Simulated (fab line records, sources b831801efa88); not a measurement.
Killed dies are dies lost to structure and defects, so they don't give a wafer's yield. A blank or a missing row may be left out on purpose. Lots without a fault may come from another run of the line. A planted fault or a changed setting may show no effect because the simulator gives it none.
Chamber matching | flow gf180mcu | GF_V5_ETCH_16 on rie_diel-03: 4 sister chambers
The step etches BARC in N2/H2. 8 wafers are shown with their chamber, then 11 later ones without.

WAFERS WITH THEIR CHAMBER
wafer  | chamber | oes_product_au (a.u.) | throttle_valve_pct (%)
L074.3 | 1       | 0.858                 | 13.218
L077.5 | 1       | 0.856                 | 13.233
L081.1 | 2       | 0.851                 | 13.231
L081.3 | 3       | 0.851                 | 13.219
L081.4 | 0       | 0.855                 | 13.229
L081.5 | 2       | 0.858                 | 13.215
L081.6 | 3       | 0.860                 | 13.218
L082.2 | 0       | 0.852                 | 13.222

WAFERS WITHOUT THEIR CHAMBER
wafer  | oes_product_au (a.u.) | throttle_valve_pct (%)
L082.4 | 0.854                 | 13.232
L082.6 | 0.851                 | 13.227
L085.1 | 0.854                 | 13.235
L085.3 | 0.850                 | 13.232
L085.6 | 0.853                 | 13.224
L089.1 | 0.859                 | 13.223
L089.2 | 0.848                 | 13.211
L089.5 | 0.857                 | 13.214
L091.1 | 0.845                 | 13.223
L091.2 | 0.855                 | 13.210
L091.3 | 0.850                 | 13.223

WHICH CHAMBER EACH WENT THROUGH
wafer  | from the rows above               | in truth
L082.4 | can't be placed: 0 or 1 or 2 or 3 | 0
L082.6 | can't be placed: 0 or 2 or 1 or 3 | 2
L085.1 | can't be placed: 0 or 1 or 2 or 3 | 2
L085.3 | can't be placed: 0 or 2 or 1 or 3 | 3
L085.6 | can't be placed: 0 or 2 or 3 or 1 | 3
L089.1 | can't be placed: 1 or 3 or 2 or 0 | 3
L089.2 | can't be placed: 3 or 2 or 0 or 1 | 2
L089.5 | can't be placed: 3 or 2 or 1 or 0 | 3
L091.1 | can't be placed: 0 or 2 or 3 or 1 | 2
L091.2 | can't be placed: 3 or 2 or 0 or 1 | 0
L091.3 | can't be placed: 0 or 2 or 3 or 1 | 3
Placed correctly: 0 of 11. Can't be placed from these rows: 11 (the true chamber is among the candidates in 11). Placed wrongly: 0.
How it was worked out, from the rows above alone: a wafer's distance from a chamber is the root of the sum, over the readings, of the square of ((its reading less the chamber's mean) divided by the reading's scatter). The wafer belongs to the nearest chamber; if the next one is less than 2 further off, it can't be placed. A chamber's mean is the mean of its shown wafers. The scatter: the root of (the sum of the squares of (reading less its chamber's mean) over the shown wafers, divided by (wafers less chambers)).
